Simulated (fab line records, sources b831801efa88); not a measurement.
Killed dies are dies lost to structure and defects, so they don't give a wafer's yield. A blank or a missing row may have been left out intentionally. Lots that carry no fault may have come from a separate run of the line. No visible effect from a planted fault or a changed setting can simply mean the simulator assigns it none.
A single fault, viewed from 2 desks :: flow gf180mcu :: only its own numbers are on each desk; what lay behind them is given at the end

== THE TOOL OWNER'S DESK: litho_track-03 ==
The tool's own readings at GF_MVPSD_COAT_02 (resist thk 3000 nm): means of the sampled wafers that have a number, for each lot that ran on this tool. If a lot's mean is further than 4 standard deviations from the usual mean, the lot is out of limits and carries the mark OUT (the distance appears in the brackets).
Columns: A = resist_line_temp_C at GF_MVPSD_COAT_02, usual 22.99 C
lot: L362
first seen here: day 5 04:49
A: 23.09

lot: L363
first seen here: day 5 10:00
A: 22.97

lot: L364
first seen here: day 5 16:10
A: 22.97

lot: L367
first seen here: day 6 11:31
A: 22.92

lot: L368
first seen here: day 6 16:27
A: 22.95

lot: L369
first seen here: day 6 22:25
A: 23.11

lot: L382
first seen here: day 10 01:40
A: 23.00

lot: L383
first seen here: day 10 07:27
A: 22.89
This desk's finding: nothing out of limits on any of the 8 lots.

== METROLOGY DESK ==
What the gauges read, lot by lot, whatever tool the lot ran on: means of the sampled wafers that have a number. If a lot's mean is further than 4 standard deviations from the usual mean, the lot is out of limits and carries the mark OUT (the distance appears in the brackets).
Columns: A = HV_LDD_TW at GF_HV_LDD_TW_MEAS_11, usual 2433
lot: L361
first seen here: day 10 11:32
A: 2449

lot: L362
first seen here: day 10 14:43
A: 2421

lot: L363
first seen here: day 10 20:37
A: 2459

lot: L364
first seen here: day 11 04:06
A: 2419

lot: L367
first seen here: day 12 04:50
A: 2423

lot: L368
first seen here: day 12 11:29
A: 2418

lot: L369
first seen here: day 12 19:04
A: 2422

lot: L372
first seen here: day 13 20:20
A: 2456

lot: L377
first seen here: day 15 04:27
A: 2455

lot: L379
first seen here: day 15 20:26
A: 2415

lot: L382
first seen here: day 16 17:19
A: 2458

lot: L383
first seen here: day 17 00:22
A: 2432
This desk's finding: nothing out of limits on any of the 12 lots.

== TAKEN TOGETHER ==
The tool owner's desk saw nothing out of limits.
From the metrology desk's view, nothing was out of limits.

== WHAT THE SIMULATOR HAD INSERTED ==
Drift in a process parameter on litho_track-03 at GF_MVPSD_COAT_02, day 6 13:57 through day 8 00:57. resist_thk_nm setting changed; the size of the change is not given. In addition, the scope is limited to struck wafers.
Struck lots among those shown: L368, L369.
